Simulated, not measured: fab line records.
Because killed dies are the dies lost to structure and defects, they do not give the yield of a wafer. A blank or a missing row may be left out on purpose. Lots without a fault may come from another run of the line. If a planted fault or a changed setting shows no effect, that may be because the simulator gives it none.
Code-filled problem report in 8D (eight disciplines) form + flow sky130 + the parts of the form that need people (team, actions taken, sign-off) are left out

1. PROBLEM STATEMENT
Mean GATE_OXIDE_OXIDATION_00_THK at SKY_GATE_OXIDE_THK_MEAS_02: 7.67 nm over 6 wafers in 2 lots; fault-free wafers: 10.27 nm, standard deviation 0.2. Measured from the usual mean, that is -13 standard deviations.
First observed at day 17 09:59: wafer L335.4, on film_metro-02. The record holds 34 wafers of 12 lots with a number at this step. Rule for "out" (also "out of limits"): further than 4 standard deviations from the usual mean. The other wafers with a number count as sound.

2. WHAT IT IS, WHAT IT ISN'T
| question                    | is                           | is not                                                                                       |
|-----------------------------|------------------------------|----------------------------------------------------------------------------------------------|
| which readings at this step | GATE_OXIDE_OXIDATION_00_THK  | -                                                                                            |
| which lots                  | L335, L336                   | L323, L324, L325, L330, L331, L341, L342, L344, L345, L346                                   |
| which wafers of those lots  | all that have a number       | -                                                                                            |
| read on which gauges        | film_metro-02, film_metro-04 | film_metro-03                                                                                |
| when                        | from day 17 09:59            | up to then (14 sound wafers); but 14 sound wafers of L341, L342, L344, L345, L346 came after |

3. WHAT RULES OUT EACH SUSPECT
Counting: a tool at any process step up to the reading remains a suspect when it ran all the lots that are out and ran no sound lot after the first of those.
- the gauge at SKY_GATE_OXIDE_THK_MEAS_02: ruled out. Those wafers that are out were read across 2 gauges (film_metro-02, film_metro-04).
- furnace-02 at SKY_GATE_OXIDE_OXIDATION_01 (stabilise 600 s, purge 300 s, target thk 10.268 nm): ruled out as a lasting fault. After its first lot that is out, L335 (day 17 08:32), sound lots L345 ran on it.
Left after counting: nothing in the record.

4. THE CAUSE (what the simulator had put in)
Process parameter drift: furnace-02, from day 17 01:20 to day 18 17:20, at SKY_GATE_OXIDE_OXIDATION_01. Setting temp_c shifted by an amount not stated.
The count ruled it out by mistake, since the rule takes a fault to strike every lot its tool runs from the start of the fault on, and this one did not do so.

5. THE CHAIN OF EFFECTS, in route order
Each row: a reading where the mean over the struck wafers with a number is more than 3 standard deviations away from the usual. Scope: only readings with a usual standard deviation given in the record; hours: median across lots of the time from each lot's start at the first step in this table that gives one to its start at this step; sigmas: change in usual standard deviations.
| hours | step                        | reading                     | usual    | on struck wafers | change | sigmas      |
|-------|-----------------------------|-----------------------------|----------|------------------|--------|-------------|
| 0     | SKY_GATE_OXIDE_OXIDATION_01 | spike_tc_bottom_C           | 918.0 C  | 895.4            | -22.6  | -16         |
| 0     | SKY_GATE_OXIDE_OXIDATION_01 | spike_tc_centre_C           | 900.6 C  | 874.5            | -26.1  | -15         |
| 0     | SKY_GATE_OXIDE_OXIDATION_01 | spike_tc_lower_C            | 899.6 C  | 876.8            | -22.9  | -16         |
| 0     | SKY_GATE_OXIDE_OXIDATION_01 | spike_tc_top_C              | 913.1 C  | 888.2            | -24.9  | -18         |
| 0     | SKY_GATE_OXIDE_OXIDATION_01 | spike_tc_upper_C            | 899.1 C  | 874.2            | -24.9  | -25         |
| 0     | SKY_GATE_OXIDE_OXIDATION_01 | tube_center_temp_C          | 900 C    | 876              | -24    | -99 or more |
| 0     | SKY_GATE_OXIDE_OXIDATION_01 | tube_center_temp_C_max      | 902.4    | 878.1            | -24.3  | -66         |
| 1     | SKY_GATE_OXIDE_THK_MEAS_02  | GATE_OXIDE_OXIDATION_00_THK | 10.27 nm | 7.67             | -2.60  | -13         |
Its process steps:
- SKY_GATE_OXIDE_OXIDATION_01: stabilise 600 s, purge 300 s, target thk 10.268 nm.

6. HOW IT WOULD HAVE BEEN CAUGHT EARLIER
9 hours passed between the start of the fault at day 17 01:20 and the first reading out of limits at a measuring or inspecting step in this record, taken at day 17 09:59.
The tool's own readings at SKY_GATE_OXIDE_OXIDATION_01 were out on every struck wafer that the step has a row for (spike_tc_bottom_C, spike_tc_centre_C, spike_tc_lower_C, spike_tc_top_C, spike_tc_upper_C, tube_center_temp_C, tube_center_temp_C_max): an alarm limit on them would have fired on the first of those.
